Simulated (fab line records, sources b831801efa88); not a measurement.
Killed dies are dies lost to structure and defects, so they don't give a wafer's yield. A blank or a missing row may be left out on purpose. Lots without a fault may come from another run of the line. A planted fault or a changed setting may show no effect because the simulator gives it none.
Which tool did it? | flow gf180mcu | 11 lots, 33 wafers sampled, at 3 steps of a route of 602

WHAT THE GAUGES READ, wafer by wafer
GF_VT_IMPLANT_TW_MEAS_21. Usual: VT_IMPLANT_2_TW 1214, standard deviation 7.4.
lot  | measured     | on            | VT_IMPLANT_2_TW               | flag
L966 | day 6 15:17  | film_metro-01 | 1213 1219 1217                |
L967 | day 6 20:30  | film_metro-02 | 1221 1212 1224                |
L971 | day 8 02:37  | film_metro-04 | 1205 1199 1200                |
L973 | day 8 12:55  | film_metro-04 | 1146 1147 1139 1146 1143 1144 | OFF
L975 | day 9 03:29  | film_metro-01 | 1149 1147 1154 1151 1151 1149 | OFF
L977 | day 9 13:43  | film_metro-01 | 1152 1157 1149 1148 1151 1156 | OFF
L980 | day 10 08:04 | film_metro-01 | 1219 1211 1221                |
L983 | day 11 02:37 | film_metro-02 | 1222 1215 1214                |
L984 | day 11 09:32 | film_metro-02 | 1213 1218 1213                |
L987 | day 12 03:27 | film_metro-02 | 1227 1224 1223                |
L988 | day 12 08:52 | film_metro-04 | 1215 1216 1216                |

WHICH TOOL RAN EACH LOT (tool, then ch and the chambers of the sampled wafers, then the start)
lot  | GF_VT_IMPLANT_STRIP_09               | GF_VT_IMPLANT_IMPLANT_19
L966 | plasma_asher-03 ch 0,1, day 5 23:13  | implanter-03 ch 0, day 6 15:02
L967 | plasma_asher-02 ch 0,1, day 6 04:15  | implanter-01 ch 0, day 6 20:17
L971 | plasma_asher-02 ch 0,1, day 7 10:08  | implanter-01 ch 0, day 8 02:24
L973 | plasma_asher-03 ch 0,1, day 7 20:28  | implanter-01 ch 0, day 8 12:40
L975 | plasma_asher-03 ch 0,1, day 8 09:35  | implanter-01 ch 0, day 9 03:17
L977 | plasma_asher-01 ch 0,1, day 8 19:33  | implanter-01 ch 0, day 9 13:28
L980 | plasma_asher-02 ch 0,1, day 9 13:38  | implanter-04 ch 0, day 10 07:51
L983 | plasma_asher-01 ch 1, day 10 08:15   | implanter-04 ch 0, day 11 02:22
L984 | plasma_asher-01 ch 0,1, day 10 15:05 | implanter-03 ch 0, day 11 09:20
L987 | plasma_asher-02 ch 0,1, day 11 08:53 | implanter-04 ch 0, day 12 03:14
L988 | plasma_asher-02 ch 0,1, day 11 13:13 | implanter-04 ch 0, day 12 08:38
- GF_VT_IMPLANT_STRIP_09: strips in O2/N2.
- GF_VT_IMPLANT_IMPLANT_19

WHAT THE TOOLS THEMSELVES READ (means of the sampled wafers that have a number; where no wafer has one, the mark that the record gives instead)
GF_VT_IMPLANT_STRIP_09. Usual: chamber_pressure_mTorr 1500.1 mTorr, standard deviation 1.4; drypump_motor_current_A 5.73 A, standard deviation 0.17; heater_power_w 345 W, standard deviation 31; oes_product_au 0.716 a.u., standard deviation 0.0051; strip_time_to_endpoint_s 12.63 s, standard deviation 0.033.
lot  | tool            | chamber_pressure_mTorr (mTorr) | drypump_motor_current_A (A) | heater_power_w (W) | oes_product_au (a.u.) | strip_time_to_endpoint_s (s) | flag
L966 | plasma_asher-03 | 1500.2                         | 5.67                        | 381                | 0.713                 | 12.63                        |
L967 | plasma_asher-02 | 1500.4                         | 5.78                        | 323                | 0.718                 | 12.62                        |
L971 | plasma_asher-02 | 1502.2                         | 5.74                        | 319                | 0.716                 | 12.65                        |
L973 | plasma_asher-03 | 1500.8                         | 5.65                        | 372                | 0.712                 | 12.57                        |
L975 | plasma_asher-03 | 1499.4                         | 5.65                        | 377                | 0.717                 | 12.66                        |
L977 | plasma_asher-01 | 1499.9                         | 6.04                        | 331                | 0.719                 | 12.67                        |
L980 | plasma_asher-02 | 1499.0                         | 5.73                        | 323                | 0.715                 | 12.65                        |
L983 | plasma_asher-01 | 1498.2                         | 6.26                        | 353                | 0.719                 | 12.63                        | OFF
L984 | plasma_asher-01 | 1500.6                         | 5.78                        | 306                | 0.713                 | 12.62                        |
L987 | plasma_asher-02 | 1499.6                         | 5.74                        | 318                | 0.714                 | 12.59                        |
L988 | plasma_asher-02 | 1500.6                         | 5.78                        | 324                | 0.719                 | 12.61                        |

GF_VT_IMPLANT_IMPLANT_19. Usual: beam_energy_keV 100.00, standard deviation 0.032; dose_ions_cm2 4.35e+12, standard deviation 4.8e+09.
lot  | tool         | beam_energy_keV | dose_ions_cm2 | flag
L966 | implanter-03 | 99.99           | 4.35e+12      |
L967 | implanter-01 | 99.98           | 4.35e+12      |
L971 | implanter-01 | 100.02          | 4.35e+12      |
L973 | implanter-01 | 83.45           | 4.35e+12      | OFF
L975 | implanter-01 | 83.41           | 4.34e+12      | OFF
L977 | implanter-01 | 83.46           | 4.35e+12      | OFF
L980 | implanter-04 | 100.01          | 4.34e+12      |
L983 | implanter-04 | 100.07          | 4.35e+12      |
L984 | implanter-03 | 100.02          | 4.35e+12      |
L987 | implanter-04 | 100.00          | 4.34e+12      |
L988 | implanter-04 | 100.02          | 4.35e+12      |

THE ANSWER, worked out from the rows above alone
Rule: a lot is off if the mean of its wafers that have a number lies more than 3 standard deviations from the usual mean. A lot without any number at a reading at which 4 lots or more have one is off too. The other lots that the step has rows for count as sound. The gauges are gone through in route order, then the tools' own readings, and for those a lot's mean is taken as printed above. The first step at which some lot is off is used, and at that step the reading that is off furthest; a lot without a number counts as furthest.
Off: L973, L975, L977, at GF_VT_IMPLANT_TW_MEAS_21 (VT_IMPLANT_2_TW).
A tool fits if, at a process step before that reading, it ran every lot that is off, and no sound lot after the first of them. The gauges at GF_VT_IMPLANT_TW_MEAS_21 aren't tried: what is off there is off at GF_VT_IMPLANT_IMPLANT_19 too, on other tools, and a gauge's error can't cause that. One fits: implanter-01 at GF_VT_IMPLANT_IMPLANT_19. Its last sound lot is L971 (day 8 02:24), its first lot that is off L973 (day 8 12:40): a fault that began between those two fits.
The tool's own readings at GF_VT_IMPLANT_IMPLANT_19 bear it out: on the lots that are off they differ by more than 5 times the standard deviation of the sound lots' means. beam_energy_keV reads 83.44 there against 100.01 on the sound lots.

WHAT THE SIMULATOR HAD PUT IN
Process parameter drift: implanter-01, from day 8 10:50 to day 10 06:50, at GF_VT_IMPLANT_IMPLANT_19. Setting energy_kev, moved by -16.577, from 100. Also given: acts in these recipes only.
Lots struck among those shown: L973, L975, L977. The rule above found the same.
